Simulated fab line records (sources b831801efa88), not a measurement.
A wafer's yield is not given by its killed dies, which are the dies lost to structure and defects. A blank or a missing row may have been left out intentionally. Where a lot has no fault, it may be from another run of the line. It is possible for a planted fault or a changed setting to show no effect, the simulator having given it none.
Matching of chambers | flow gf180mcu | cmp-02 running GF_STI_CMP_25: 4 sister chambers
The step polishes, stops on Si3N4, t overpolish 33 s, target thk 524.6 nm. 8 wafers are shown with their chamber, then 12 later ones without.

EACH WAFER AND ITS CHAMBER
wafer  | chamber | motorCurrentA (A) | overpolishRunS (s)
L081.1 | 0       | 12.2              | 32.994
L081.4 | 1       | 11.1              | 32.997
L085.1 | 1       | 11.8              | 32.985
L085.2 | 3       | 11.5              | 32.999
L085.5 | 2       | 11.3              | 33.008
L088.1 | 2       | 11.6              | 33.010
L088.3 | 0       | 12.5              | 33.005
L088.4 | 3       | 12.0              | 32.986

WAFERS WITHOUT THEIR CHAMBER
wafer  | motorCurrentA (A) | overpolishRunS (s)
L090.4 | 12.4              | 32.990
L090.5 | 11.2              | 33.008
L090.6 | 11.6              | 33.011
L094.1 | 10.8              | 32.995
L094.2 | 12.1              | 33.003
L094.4 | 12.3              | 32.997
L096.2 | 11.9              | 33.014
L096.3 | 12.6              | 33.006
L096.6 | 12.0              | 32.986
L097.1 | 10.9              | 33.012
L097.2 | 11.6              | 33.003
L097.3 | 12.1              | 32.994

WHICH CHAMBER EACH WENT THROUGH
wafer  | from the rows above               | in truth
L090.4 | can't be placed: 0 or 3 or 1      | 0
L090.5 | can't be placed: 2 or 1 or 3      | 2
L090.6 | 2                                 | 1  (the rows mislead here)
L094.1 | can't be placed: 1 or 2 or 3      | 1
L094.2 | can't be placed: 0 or 3 or 2 or 1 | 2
L094.4 | can't be placed: 0 or 3           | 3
L096.2 | can't be placed: 2 or 0 or 3 or 1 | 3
L096.3 | can't be placed: 0 or 3           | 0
L096.6 | can't be placed: 3 or 1 or 0      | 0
L097.1 | can't be placed: 2 or 1 or 3      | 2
L097.2 | can't be placed: 2 or 3 or 1 or 0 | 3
L097.3 | can't be placed: 0 or 3 or 1 or 2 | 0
0 of 12 placed correctly. These rows do not allow placing 11 (true chamber among the candidates in 11). Placed wrongly: 1.
How it was worked out, from the rows above alone: a wafer's distance from a chamber is the root of the sum, over the readings, of the square of ((its reading less the chamber's mean) divided by the reading's scatter). The wafer belongs to the nearest chamber; if the next one is less than 2 further off, it can't be placed. The mean given for a chamber averages the wafers shown for that chamber. The scatter: the root of (the sum of the squares of (reading less its chamber's mean) over the shown wafers, divided by (wafers less chambers)).
